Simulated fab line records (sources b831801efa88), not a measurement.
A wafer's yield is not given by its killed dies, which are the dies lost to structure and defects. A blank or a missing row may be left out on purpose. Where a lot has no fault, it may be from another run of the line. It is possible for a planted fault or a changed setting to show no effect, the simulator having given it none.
fab line records	flow sky130
[record] lots = 10	wafers = 30	lastDay = 51
route steps=708 shown CONTACT@422 METAL1@436 PAD_OPEN@708
lots with no fault: from the same line, run without faults
startH: hours from the record's first day to the start of the lot's first wafer shown	waitH: how many hours have passed since the lot's step before this one	" repeats the value in the row above	L1.1+2: a single row standing in for several wafers	- no value, or no start was given	* or withheld: withheld	< > ~ a bound
route shown NAME@n: a module of which the file shows steps, and the number in the route of the first	usual: mean/standard deviation taken from wafers without a fault	same: alike in all rows	chamber/n: place in a boat	sites: the reading at each site	_std_site: the standard deviation of these	_edge_site: the outer-site mean with the inner-site mean subtracted	radiusMm: for every site, how far away it sits from the centre of the wafer	mask NAME#n: copy n	behind: the tool/chamber that last shaped the wafer	hold: cause of the lot's hold/its duration in hours/its outcome	device: which transistor (n, p or np) failed to switch	end of line: the route-end tests of the same wafers	for a step that has no rows: nothing shown but its recipe	killed: not the wafer's yield, but the dies lost to structure and defects at the first sort	map: shows each die of a wafer: x if killed, . if not, _ if none is there
set.NAME: the setting that was run; set.NAME@STEP: the one run at that earlier step	model.NAME: the simulator's own value behind a step, which no gauge read
route steps across a sampled set of lots; one table per step, one row per wafer
services: when a tool's chamber went out of use (startH, in hours from the record's first day, below 0 if earlier), for how many hours, and the reason
[[steps]]
[step SKY_CONTACT_ETCH_16]
[recipe] chemistry = N2/H2	target = BARC	ionEnergyEv = 200	sourceW = 500	biasW = 100	pressureMtorr = 30	n2FlowSccm = 100	h2FlowSccm = 200	stopOn = SiO2	timeS = 45.9	targetDepthA = 600
[usual] drypumpMotorCurrentA = 5.7/0.33	h2FlowSccm = 200.0/0.58	n2FlowSccm = 100.05/0.3	oesProductAu = 0.855/0.0046	throttleValvePct = 13.224/0.0089
lot.wafer	tool	chamber	startH	waitH	drypumpMotorCurrentA	h2FlowSccm	n2FlowSccm	oesProductAu	rfHoursCounterH	throttleValvePct
L170.2	rieDiel-02	2	761.45	0.0	6.2	200.4	99.74	0.866	2	13.220
L170.3	"	0	"	"	5.6	199.9	99.72	0.866	24	13.238
L170.4	"	1	"	"	5.4	199.9	99.95	0.855	14	13.242
L171.4	rieDiel-03	3	778.15	0.0	5.9	199.7	100.25	0.854	2	13.231
L171.5	"	2	"	"	5.6	200.5	99.66	0.866	-	13.236
L171.6	"	3	"	"	5.9	200.0	100.20	0.854	-	13.230
L175.1	rieDiel-01	3	813.30	0.0	5.1	199.9	99.88	0.854	19	13.226
L175.2	"	0	"	"	6.1	200.4	100.01	0.853	13	13.227
L175.5	"	2	"	"	5.5	200.2	99.89	0.854	-	13.226
L176.1	rieDiel-01	3	820.55	0.0	5.1	200.5	99.96	0.860	20	13.216
L176.2	"	1	"	"	5.9	200.2	100.10	0.862	8	13.220
L176.6	"	0	"	"	6.1	199.6	99.70	0.847	-	13.233
L180.1	rieDiel-02	0	859.45	0.0	5.5	200.8	100.01	0.853	27	13.225
L180.3	"	2	"	"	6.2	199.4	100.63	0.851	5	13.224
L180.4	"	1	"	"	5.4	200.1	100.36	0.849	17	13.206
L183.1	rieDiel-02	2	878.00	0.0	6.2	200.1	99.90	0.858	6	13.202
L183.2	"	3	"	"	5.5	201.4	99.83	0.845	18	13.237
L183.5	"	1	"	"	5.4	201.3	100.31	0.850	-	13.223
L185.1	rieDiel-03	3	896.20	0.0	5.9	199.6	99.59	0.861	5	13.221
L185.2	"	1	"	"	6.0	200.3	100.11	0.846	16	13.227
L185.6	"	1	"	"	6.0	199.3	100.11	0.860	-	13.226
L186.1	rieDiel-02	0	910.51	0.0	5.5	199.5	99.98	0.855	1	13.235
L186.2	"	3	"	"	5.5	199.5	100.33	0.850	19	13.237
L186.5	"	0	"	"	5.5	200.7	99.97	0.858	-	13.228
L187.2	rieDiel-03	3	921.55	0.0	5.9	199.9	100.11	0.852	5	13.240
L187.4	"	1	"	"	6.0	200.9	100.13	0.852	17	13.224
L187.5	"	3	"	"	5.9	199.1	100.03	0.851	-	13.212
L189.1	rieDiel-02	3	927.20	0.0	5.5	200.5	100.38	0.859	20	13.234
L189.4	"	2	"	"	6.2	199.5	100.43	0.859	7	13.237
L189.5	"	0	"	"	5.5	200.5	99.73	0.855	-	13.238
[step SKY_METAL1_SPUTTER_02]
[recipe] material = AlCu	targetThkNm = 250	powerW = 10600	timeS = 13.3	chamberPressurePa = 0.4
[usual] cathodeDcPowerW = 10600/1.8	throttleValvePct = 30.1/0.88
lot.wafer	tool	chamber	startH	waitH	cathodeDcPowerW	throttleValvePct
L170.2	pvdSputter-04	-	762.87	0.0	10599	31.4
L170.3	"	-	"	"	10601	29.6
L170.4	"	-	"	"	10599	29.7
L171.4	pvdSputter-03	-	780.23	0.0	10598	30.3
L171.5	"	-	"	"	10596	27.7
L171.6	"	-	"	"	10601	31.1
L175.1	pvdSputter-01	-	814.74	0.0	10602	30.0
L175.2	"	-	"	"	10601	29.4
L175.5	"	-	"	"	10596	30.3
L176.1	pvdSputter-01	-	821.98	0.0	10598	30.3
L176.2	"	-	"	"	10602	29.5
L176.6	"	-	"	"	10598	29.8
L180.1	pvdSputter-04	-	860.89	0.0	10600	29.6
L180.3	"	-	"	"	10598	30.4
L180.4	"	-	"	"	10599	31.1
L183.1	pvdSputter-04	-	879.42	0.0	12120	31.3
L183.2	"	-	"	"	10604	29.3
L183.5	"	-	"	"	10601	29.7
L185.1	pvdSputter-03	-	897.62	0.0	10600	29.9
L185.2	"	-	"	"	10602	30.7
L185.6	"	-	"	"	10601	30.2
L186.1	pvdSputter-04	-	911.94	0.0	10602	29.7
L186.2	"	-	"	"	10599	29.8
L186.5	"	-	"	"	12123	31.3
L187.2	pvdSputter-03	-	922.97	0.0	10601	29.9
L187.4	"	-	"	"	10598	27.8
L187.5	"	-	"	"	10597	29.9
L189.1	pvdSputter-01	-	928.65	0.0	10599	30.0
L189.4	"	-	"	"	10597	29.5
L189.5	"	-	"	"	10601	29.8
[step SKY_METAL1_SPUTTER_04]
[recipe] material = TiN	targetThkNm = 70	powerW = 6500	timeS = 58.3	chamberPressurePa = 0.4
[usual] cathodeDcPowerW = 6500.0/1	throttleValvePct = 30.1/0.88
lot.wafer	tool	chamber	startH	waitH	cathodeDcPowerW	throttleValvePct
L170.2	pvdSputter-04	-	762.91	0.0	6501.2	31.3
L170.3	"	-	"	"	6499.5	29.6
L170.4	"	-	"	"	6499.7	29.9
L171.4	pvdSputter-03	-	780.28	0.0	6500.1	30.0
L171.5	"	-	"	"	6499.6	27.6
L171.6	"	-	"	"	6499.2	31.1
L175.1	pvdSputter-01	-	814.78	0.0	6499.5	29.9
L175.2	"	-	"	"	6500.9	29.5
L175.5	"	-	"	"	6498.4	30.6
L176.1	pvdSputter-01	-	822.03	0.0	6498.5	30.2
L176.2	"	-	"	"	6500.3	29.2
L176.6	"	-	"	"	6499.9	30.0
L180.1	pvdSputter-04	-	860.93	0.0	6502.4	29.5
L180.3	"	-	"	"	6499.3	30.4
L180.4	"	-	"	"	6498.5	31.2
L183.1	pvdSputter-04	-	879.47	0.0	6501.8	31.4
L183.2	"	-	"	"	6501.5	29.8
L183.5	"	-	"	"	6499.5	29.5
L185.1	pvdSputter-03	-	897.66	0.0	6498.4	30.2
L185.2	"	-	"	"	6499.6	30.7
L185.6	"	-	"	"	6498.5	30.3
L186.1	pvdSputter-04	-	911.98	0.0	6499.8	29.5
L186.2	"	-	"	"	6499.7	29.7
L186.5	"	-	"	"	6499.4	31.3
L187.2	pvdSputter-03	-	923.02	0.0	6500.8	29.9
L187.4	"	-	"	"	6498.6	27.7
L187.5	"	-	"	"	6499.3	30.0
L189.1	pvdSputter-01	-	928.70	0.0	6500.2	30.2
L189.4	"	-	"	"	6500.0	29.4
L189.5	"	-	"	"	6499.8	30.1
[step SKY_METAL1_RS_MEAS_05]
[recipe] thkMeasGauge = four-point-probe	reads = TiN_of_METAL1_SPUTTER_04+Ti_of_METAL1_SPUTTER_03+AlCu_of_METAL1_SPUTTER_02+TiN_of_METAL1_SPUTTER_01+Ti_of_METAL1_SPUTTER_00
[usual] METAL1_ALCU_RS = 0.1263/0.0012
lot.wafer	tool	chamber	startH	waitH	METAL1_ALCU_RS[ohm/sq]
L170.2	filmMetro-01	-	762.98	0.0	0.1246
L170.3	"	-	"	"	0.1258
L170.4	"	-	"	"	0.1272
L171.4	filmMetro-03	-	780.38	0.1	0.1275
L171.5	"	-	"	"	0.1276
L171.6	"	-	"	"	0.1276
L175.1	filmMetro-03	-	814.83	0.0	0.1268
L175.2	"	-	"	"	0.1264
L175.5	"	-	"	"	0.1237
L176.1	filmMetro-03	-	822.08	0.0	0.1270
L176.2	"	-	"	"	0.1283
L176.6	"	-	"	"	0.1259
L180.1	filmMetro-03	-	860.98	0.0	0.1253
L180.3	"	-	"	"	0.1247
L180.4	"	-	"	"	0.1237
L183.1	filmMetro-04	-	879.51	0.0	0.1099
L183.2	"	-	"	"	0.1268
L183.5	"	-	"	"	0.1268
L185.1	filmMetro-04	-	897.71	0.0	0.1269
L185.2	"	-	"	"	0.1270
L185.6	"	-	"	"	0.1267
L186.1	filmMetro-03	-	912.03	0.0	0.1278
L186.2	"	-	"	"	0.1266
L186.5	"	-	"	"	0.1090
L187.2	filmMetro-03	-	923.08	0.0	0.1242
L187.4	"	-	"	"	0.1259
L187.5	"	-	"	"	0.1249
L189.1	filmMetro-03	-	928.75	0.0	0.1247
L189.4	"	-	"	"	0.1265
L189.5	"	-	"	"	0.1240
[step SKY_METAL1_THK_MEAS_06]
[recipe] thkMeasGauge = xrf	reads = AlCu_of_METAL1_SPUTTER_02
[usual] METAL1_ALCU_THK = 252.6/2.8
lot.wafer	tool	chamber	startH	waitH	METAL1_ALCU_THK[nm]
L170.2	filmMetro-01	-	763.09	0.1	255.4
L170.3	"	-	"	"	250.1
L170.4	"	-	"	"	247.9
L171.4	filmMetro-03	-	780.47	0.1	249.7
L171.5	"	-	"	"	249.1
L171.6	"	-	"	"	248.6
L175.1	filmMetro-03	-	814.95	0.1	252.1
L175.2	"	-	"	"	252.1
L175.5	"	-	"	"	258.8
L176.1	filmMetro-03	-	822.20	0.1	251.5
L176.2	"	-	"	"	248.7
L176.6	"	-	"	"	253.6
L180.1	filmMetro-03	-	861.10	0.1	252.9
L180.3	"	-	"	"	254.4
L180.4	"	-	"	"	256.1
L183.1	filmMetro-04	-	879.63	0.1	292.5
L183.2	"	-	"	"	254.2
L183.5	"	-	"	"	253.8
L185.1	filmMetro-04	-	897.83	0.1	251.9
L185.2	"	-	"	"	250.9
L185.6	"	-	"	"	252.5
L186.1	filmMetro-03	-	912.15	0.1	250.7
L186.2	"	-	"	"	254.1
L186.5	"	-	"	"	291.1
L187.2	filmMetro-03	-	923.19	0.1	255.6
L187.4	"	-	"	"	253.5
L187.5	"	-	"	"	253.0
L189.1	filmMetro-03	-	928.87	0.1	256.7
L189.4	"	-	"	"	249.7
L189.5	"	-	"	"	256.9
[step SKY_METAL1_CD_MEAS_15]
[recipe] targetCdNm = 140
[usual] cdNm = 140.1/1.4
lot.wafer	tool	chamber	startH	waitH	cdNm
L170.2	cdSem-02	-	791.01	-	137.4
L170.3	"	-	"	"	138.4
L170.4	"	-	"	"	139.7
L171.4	cdSem-01	-	809.21	-	139.8
L171.5	"	-	"	"	139.7
L171.6	"	-	"	"	140.7
L175.1	cdSem-02	-	843.94	-	142.3
L175.2	"	-	"	"	141.5
L175.5	"	-	"	"	143.2
L176.1	cdSem-02	-	851.09	-	141.1
L176.2	"	-	"	"	141.0
L176.6	"	-	"	"	141.5
L180.1	cdSem-01	-	889.64	-	140.4
L180.3	"	-	"	"	142.1
L180.4	"	-	"	"	140.2
L183.1	cdSem-01	-	908.79	-	136.9
L183.2	"	-	"	"	137.0
L183.5	"	-	"	"	137.9
L185.1	cdSem-02	-	927.44	-	139.8
L185.2	"	-	"	"	140.0
L185.6	"	-	"	"	139.7
L186.1	cdSem-02	-	940.90	-	138.7
L186.2	"	-	"	"	137.7
L186.5	"	-	"	"	138.9
L187.2	cdSem-01	-	951.66	-	139.1
L187.4	"	-	"	"	138.3
L187.5	"	-	"	"	138.5
L189.1	cdSem-02	-	956.94	-	139.1
L189.4	"	-	"	"	139.7
L189.5	"	-	"	"	139.6
[step SKY_PAD_OPEN_PROBE_99]
[usual] defectLimitedYield = 82.5/1.9	killed_at_M0_to_M3 = 44/7.1	killed_at_M4_up = 3.3/1.9	killedAtContacts = 24/5.3	killedAtFrontEnd = 15/4.5	killedAtOther = 0.3/0.55	killedDies = 86/9.5	killedOnRim = 16/3.7	killedOpen = 46/7.3	killedShort = 39/6.4	sort_bin_3_pad_short = 0.9/0.43	sort_bin_5_function = 10.3/1.4	sort_bin_6_memory = 6.3/1	sortNPass = 406/9.5	sortYieldPct = 82.5/1.9
[same] grossDies = 492	killedAtBackSide = 0	sort_bin_4_leakage[%] = 0	sort_bin_8_speed[%] = 0
lot.wafer	tool	chamber	startH	waitH	defectLimitedYield[%]	killed_at_M0_to_M3	killed_at_M4_up	killedAtContacts	killedAtFrontEnd	killedAtOther	killedDies	killedOnRim	killedOpen	killedShort	sort_bin_3_pad_short[%]	sort_bin_5_function[%]	sort_bin_6_memory[%]	sortNPass	sortYieldPct[%]
L170.2	prober-01	-	1117.91	0.1	84.1	43	0	24	10	1	78	15	47	30	1.0	10.6	4.3	414	84.1
L170.3	prober-01	-	1117.96	0.2	84.1	39	6	16	15	2	78	17	34	43	1.6	8.3	5.9	414	84.1
L170.4	prober-01	-	1118.01	0.2	82.1	40	2	31	14	1	88	18	49	38	0.6	10.6	6.7	404	82.1
L171.4	prober-02	-	1134.46	0.2	81.1	47	5	19	22	0	93	20	53	40	0.4	11.0	7.5	399	81.1
L171.5	prober-02	-	1134.51	0.2	82.5	44	5	24	13	0	86	15	48	38	1.2	9.1	7.1	406	82.5
L171.6	prober-02	-	1134.56	0.2	80.1	59	3	19	16	1	98	27	56	40	0.8	12.2	6.9	394	80.1
L175.1	prober-02	-	1157.22	0.1	84.3	38	5	21	13	0	77	18	42	35	0.8	8.7	6.1	415	84.3
L175.2	prober-02	-	1157.27	0.1	82.9	46	7	19	10	2	84	12	45	38	1.0	9.6	6.5	408	82.9
L175.5	prober-02	-	1157.42	0.2	79.7	48	3	32	17	0	100	16	59	41	1.4	12.0	6.9	392	79.7
L176.1	prober-01	-	1165.20	0.1	81.5	48	3	28	12	0	91	15	61	30	0.6	10.8	7.1	401	81.5
L176.2	prober-01	-	1165.25	0.1	83.5	41	5	23	12	0	81	14	44	37	1.2	9.1	6.1	411	83.5
L176.6	prober-01	-	1165.45	0.2	82.5	46	3	27	8	2	86	17	47	39	0.4	8.9	8.1	406	82.5
L180.1	prober-02	-	1189.30	0.1	81.9	56	1	17	15	0	89	17	47	41	1.0	10.4	6.7	403	81.9
L180.3	prober-02	-	1189.40	0.2	85.0	32	6	23	13	0	74	15	36	35	1.4	9.6	4.1	418	85.0
L180.4	prober-02	-	1189.45	0.2	80.5	51	2	28	15	0	96	24	56	40	1.0	10.0	8.5	396	80.5
L183.1	prober-02	-	1199.76	0.1	80.5	50	4	30	12	0	96	19	42	54	1.6	10.6	7.3	396	80.5
L183.2	prober-02	-	1199.81	0.1	83.7	42	6	22	10	0	80	12	30	48	1.6	9.6	5.1	412	83.7
L183.5	prober-02	-	1199.96	0.2	81.7	49	4	22	15	0	90	15	49	39	1.4	9.6	7.3	402	81.7
L185.1	prober-02	-	1212.86	0.1	85.6	35	1	25	10	0	71	12	40	31	0.6	8.5	5.3	421	85.6
L185.2	prober-02	-	1212.91	0.1	84.6	38	3	23	12	0	76	13	44	32	0.6	10.6	4.3	416	84.6
L185.6	prober-02	-	1213.11	0.2	79.1	48	1	30	24	0	103	24	57	46	1.8	12.6	6.5	389	79.1
L186.1	prober-01	-	1220.22	0.1	83.1	49	3	15	16	0	83	10	43	39	1.2	9.8	5.9	409	83.1
L186.2	prober-01	-	1220.27	0.1	78.0	44	4	34	26	0	108	17	55	51	1.2	14.6	6.1	384	78.0
L186.5	prober-01	-	1220.42	0.2	82.5	44	2	26	14	0	86	11	50	36	0.2	12.0	5.3	406	82.5
L187.2	prober-01	-	1226.06	0.1	86.0	31	4	21	13	0	69	12	36	33	0.4	8.1	5.5	423	86.0
L187.4	prober-01	-	1226.16	0.2	79.1	40	2	38	23	0	103	19	62	41	1.2	13.4	6.3	389	79.1
L187.5	prober-01	-	1226.21	0.2	83.7	36	5	25	14	0	80	15	45	33	0.4	9.6	6.3	412	83.7
L189.1	prober-02	-	1230.61	0.1	79.7	59	2	25	14	0	100	19	48	51	1.0	12.6	6.7	392	79.7
L189.4	prober-02	-	1230.76	0.2	82.9	46	1	19	17	1	84	14	47	37	0.6	9.1	7.3	408	82.9
L189.5	prober-02	-	1230.81	0.2	83.7	34	4	24	17	1	80	13	34	46	1.4	9.1	5.7	412	83.7
// killed by level:class
L170.2 VIA1:geometricParticle:open=12 CONTACT:geometricParticle:open=10 LI_CONTACT:geometricParticle:open=7 VIA2:geometricParticle:open=6 FIELD_ISO:geometricParticle:short=5 VIA3:geometricParticle:open=5 LOCAL_INTERCONNECT:geometricParticle:short=4 VIA1:geometricParticle:short=4
L170.3 VIA1:geometricParticle:open=7 VIA1:geometricParticle:short=6 LI_CONTACT:geometricParticle:open=5 METAL1:geometricParticle:short=5 VIA3:geometricParticle:open=5 FIELD_ISO:geometricParticle:short=4 FIELD_ISO:geometricParticle:open=4 CONTACT:geometricParticle:open=4
L170.4 LI_CONTACT:geometricParticle:open=11 VIA1:geometricParticle:open=11 CONTACT:geometricParticle:open=10 METAL2:geometricParticle:short=7 METAL1:geometricParticle:short=5 LOCAL_INTERCONNECT:geometricParticle:short=4 VIA3:geometricParticle:open=4 VIA3:geometricParticle:short=4
L171.4 VIA1:geometricParticle:open=11 FIELD_ISO:geometricParticle:open=8 CONTACT:geometricParticle:open=8 METAL1:geometricParticle:short=8 VIA2:geometricParticle:open=7 VIA3:geometricParticle:open=7 POLY_GATE:geometricParticle:short=5 LI_CONTACT:geometricParticle:open=4
L171.5 CONTACT:geometricParticle:open=10 VIA2:geometricParticle:open=9 METAL1:geometricParticle:short=9 VIA3:geometricParticle:open=7 CONTACT:geometricParticle:short=7 VIA1:geometricParticle:open=6 POLY_GATE:geometricParticle:short=4 POLY_GATE:geometricParticle:open=4
L171.6 VIA2:geometricParticle:open=14 VIA1:geometricParticle:open=10 CONTACT:geometricParticle:open=8 METAL2:geometricParticle:short=6 METAL1:geometricParticle:short=5 VIA2:geometricParticle:short=5 VIA3:geometricParticle:open=5 FIELD_ISO:geometricParticle:open=4
L175.1 CONTACT:geometricParticle:open=8 VIA3:geometricParticle:open=8 METAL2:geometricParticle:short=7 LI_CONTACT:geometricParticle:open=6 POLY_GATE:geometricParticle:open=5 VIA3:geometricParticle:short=5 FIELD_ISO:geometricParticle:open=4 METAL1:geometricParticle:short=4
L175.2 VIA1:geometricParticle:open=12 VIA3:geometricParticle:open=9 METAL1:geometricParticle:short=8 CONTACT:geometricParticle:open=6 METAL4:geometricParticle:short=6 LI_CONTACT:geometricParticle:open=5 VIA2:geometricParticle:open=5 VIA2:geometricParticle:short=4
L175.5 CONTACT:geometricParticle:open=13 LI_CONTACT:geometricParticle:open=11 VIA3:geometricParticle:open=9 VIA1:geometricParticle:open=9 METAL2:geometricParticle:short=7 POLY_GATE:geometricParticle:short=6 VIA2:geometricParticle:open=5 FIELD_ISO:geometricParticle:open=4
L176.1 LI_CONTACT:geometricParticle:open=13 VIA1:geometricParticle:open=10 VIA2:geometricParticle:open=8 METAL2:geometricParticle:short=8 POLY_GATE:geometricParticle:open=6 CONTACT:geometricParticle:open=6 VIA3:geometricParticle:open=6 LI_CONTACT:geometricParticle:short=5
L176.2 VIA1:geometricParticle:open=10 LI_CONTACT:geometricParticle:open=8 CONTACT:geometricParticle:open=7 METAL2:geometricParticle:short=6 VIA2:geometricParticle:short=6 VIA3:geometricParticle:open=5 METAL4:geometricParticle:short=5 METAL1:geometricParticle:short=4
L176.6 VIA1:geometricParticle:open=13 CONTACT:geometricParticle:open=11 VIA1:geometricParticle:short=8 VIA3:geometricParticle:open=7 VIA3:geometricParticle:short=6 LOCAL_INTERCONNECT:geometricParticle:short=5 VIA2:geometricParticle:open=5 LI_CONTACT:geometricParticle:short=4
L180.1 VIA1:geometricParticle:short=13 VIA1:geometricParticle:open=10 CONTACT:geometricParticle:open=7 VIA3:geometricParticle:open=7 METAL1:geometricParticle:short=6 POLY_GATE:geometricParticle:open=5 VIA2:geometricParticle:open=5 VIA3:geometricParticle:short=5
L180.3 VIA1:geometricParticle:open=8 LI_CONTACT:geometricParticle:open=6 VIA3:geometricParticle:open=6 CONTACT:geometricParticle:short=5 CONTACT:geometricParticle:open=5 POLY_GATE:geometricParticle:short=4 LI_CONTACT:geometricParticle:short=4 LOCAL_INTERCONNECT:geometricParticle:short=3
L180.4 VIA1:geometricParticle:open=15 CONTACT:geometricParticle:open=11 VIA2:geometricParticle:open=9 METAL2:geometricParticle:short=8 LI_CONTACT:geometricParticle:open=7 VIA1:geometricParticle:short=6 METAL1:geometricParticle:short=5 FIELD_ISO:geometricParticle:open=4
L183.1 CONTACT:geometricParticle:short=11 VIA1:geometricParticle:open=9 METAL2:geometricParticle:short=9 CONTACT:geometricParticle:open=8 METAL1:geometricParticle:short=8 VIA1:geometricParticle:short=8 VIA2:geometricParticle:open=6 LI_CONTACT:geometricParticle:open=5
L183.2 VIA1:geometricParticle:open=8 LI_CONTACT:geometricParticle:open=7 METAL1:geometricParticle:short=7 CONTACT:geometricParticle:short=6 VIA1:geometricParticle:short=6 VIA2:geometricParticle:open=6 METAL2:geometricParticle:short=5 METAL4:geometricParticle:short=5
L183.5 VIA1:geometricParticle:open=12 CONTACT:geometricParticle:open=10 METAL3:geometricParticle:short=7 VIA3:geometricParticle:open=7 VIA2:geometricParticle:open=6 METAL1:geometricParticle:short=6 CONTACT:geometricParticle:short=5 METAL2:geometricParticle:short=5
L185.1 CONTACT:geometricParticle:open=11 VIA3:geometricParticle:open=8 METAL2:geometricParticle:short=6 LOCAL_INTERCONNECT:geometricParticle:short=5 METAL1:geometricParticle:short=5 VIA2:geometricParticle:open=5 POLY_GATE:geometricParticle:open=4 VIA1:geometricParticle:short=4
L185.2 CONTACT:geometricParticle:open=11 VIA1:geometricParticle:open=8 LI_CONTACT:geometricParticle:open=7 VIA3:geometricParticle:open=6 METAL1:geometricParticle:short=5 VIA2:geometricParticle:open=5 VIA2:geometricParticle:short=4 FIELD_ISO:geometricParticle:short=3
L185.6 CONTACT:geometricParticle:open=14 FIELD_ISO:geometricParticle:open=9 VIA1:geometricParticle:open=9 METAL1:geometricParticle:short=8 VIA2:geometricParticle:open=8 LI_CONTACT:geometricParticle:open=7 METAL2:geometricParticle:short=7 POLY_GATE:geometricParticle:open=6
L186.1 VIA1:geometricParticle:open=12 VIA2:geometricParticle:open=8 CONTACT:geometricParticle:open=7 METAL2:geometricParticle:short=7 METAL1:geometricParticle:short=5 VIA3:geometricParticle:short=5 POLY_GATE:geometricParticle:open=4 POLY_GATE:geometricParticle:short=4
L186.2 CONTACT:geometricParticle:open=11 VIA3:geometricParticle:open=9 VIA1:geometricParticle:short=8 FIELD_ISO:geometricParticle:open=7 POLY_GATE:geometricParticle:open=7 CONTACT:geometricParticle:short=7 LOCAL_INTERCONNECT:geometricParticle:short=7 LI_CONTACT:geometricParticle:open=6
L186.5 CONTACT:geometricParticle:open=9 VIA3:geometricParticle:open=8 VIA2:geometricParticle:open=8 VIA1:geometricParticle:open=7 LI_CONTACT:geometricParticle:open=6 LOCAL_INTERCONNECT:geometricParticle:short=6 METAL2:geometricParticle:short=6 VIA2:geometricParticle:short=4
L187.2 VIA1:geometricParticle:open=9 LI_CONTACT:geometricParticle:open=8 LOCAL_INTERCONNECT:geometricParticle:short=6 VIA3:geometricParticle:open=4 FIELD_ISO:geometricParticle:open=4 METAL2:geometricParticle:short=4 VIA1:geometricParticle:short=3 METAL3:geometricParticle:short=3
L187.4 CONTACT:geometricParticle:open=20 VIA3:geometricParticle:open=10 METAL2:geometricParticle:short=8 POLY_GATE:geometricParticle:short=7 POLY_GATE:geometricParticle:open=7 CONTACT:geometricParticle:short=6 LI_CONTACT:geometricParticle:open=6 VIA1:geometricParticle:short=5
L187.5 CONTACT:geometricParticle:open=9 VIA1:geometricParticle:open=9 LI_CONTACT:geometricParticle:open=8 VIA2:geometricParticle:open=6 METAL4:geometricParticle:short=5 POLY_GATE:geometricParticle:short=4 LI_CONTACT:geometricParticle:short=4 METAL2:geometricParticle:short=4
L189.1 VIA2:geometricParticle:open=13 VIA1:geometricParticle:open=9 LI_CONTACT:geometricParticle:open=7 CONTACT:geometricParticle:open=7 VIA3:geometricParticle:open=7 METAL2:geometricParticle:short=6 METAL1:geometricParticle:short=6 VIA1:geometricParticle:short=6
L189.4 VIA3:geometricParticle:open=9 CONTACT:geometricParticle:open=8 VIA1:geometricParticle:open=8 VIA1:geometricParticle:short=7 METAL1:geometricParticle:short=6 LI_CONTACT:geometricParticle:open=5 SPACER:geometricParticle:open=4 VIA2:geometricParticle:open=4
L189.5 CONTACT:geometricParticle:open=9 VIA2:geometricParticle:open=6 METAL1:geometricParticle:short=5 CONTACT:geometricParticle:short=5 POLY_GATE:geometricParticle:short=4 VIA1:geometricParticle:open=4 LI_CONTACT:geometricParticle:open=4 VIA3:geometricParticle:short=4
[[services]]
tool	chamber	startH	hours	kind
rieDiel-01	3	739.53	1.5	repair
rieDiel-03	-	771.36	0.4	repair
rieDiel-01	3	783.16	2.7	repair
pvdSputter-03	-	800.62	10.2	repair
rieDiel-01	2	802.46	3.3	repair
rieDiel-03	-	805.78	15.6	pm
pvdSputter-04	1	811.62	-	consumableReplace:kit
pvdSputter-04	1	811.62	18.0	scheduledDown
pvdSputter-04	1	811.62	18.0	ventCycle
rieDiel-02	-	832.54	14.6	pm
rieDiel-03	2	833.64	9.0	repair
rieDiel-01	-	849.99	2.8	repair
pvdSputter-04	-	857.28	1.5	repair
rieDiel-02	-	859.71	0.4	repair
pvdSputter-03	3	878.59	-	consumableReplace:kit
pvdSputter-03	3	878.59	18.0	scheduledDown
pvdSputter-03	3	878.59	18.0	ventCycle
rieDiel-03	0	880.72	6.2	repair
pvdSputter-04	-	888.79	5.0	repair
rieDiel-02	2	892.22	7.5	repair
pvdSputter-04	0	905.61	-	consumableReplace:kit
pvdSputter-04	0	905.61	18.0	scheduledDown
pvdSputter-04	0	905.61	18.0	ventCycle
rieDiel-01	0	919.83	5.7	repair
[[key]]
[firstSign] step = SKY_METAL1_SPUTTER_02	reading = cathodeDcPowerW	direction = up	sigmas = 99+	usual = 10600	struck = 12121
[effect] step = SKY_METAL1_RS_MEAS_05	reading = METAL1_ALCU_RS	direction = down	sigmas = 14	usual = 0.1263	struck = 0.1094
[effect] step = SKY_METAL1_THK_MEAS_06	reading = METAL1_ALCU_THK	direction = up	sigmas = 14	usual = 252.6	struck = 291.8
metAt SKY_METAL1_SPUTTER_02
struckLots L183,L186
struckWafers L183.1,L186.5
notActingAt SKY_CONTACT_ETCH_16,SKY_METAL1_SPUTTER_04,SKY_METAL1_CD_MEAS_15
onsetBetween 860.89 879.42
[fault] kind = processParameterDrift	tool = pvdSputter-04	chamber = -	onsetH = 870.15	steps = SKY_METAL1_SPUTTER_02	channel = powerW	offset = *	shape = step	endH = 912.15	actsIn = *	stated = *	scope = struckWafersOnly
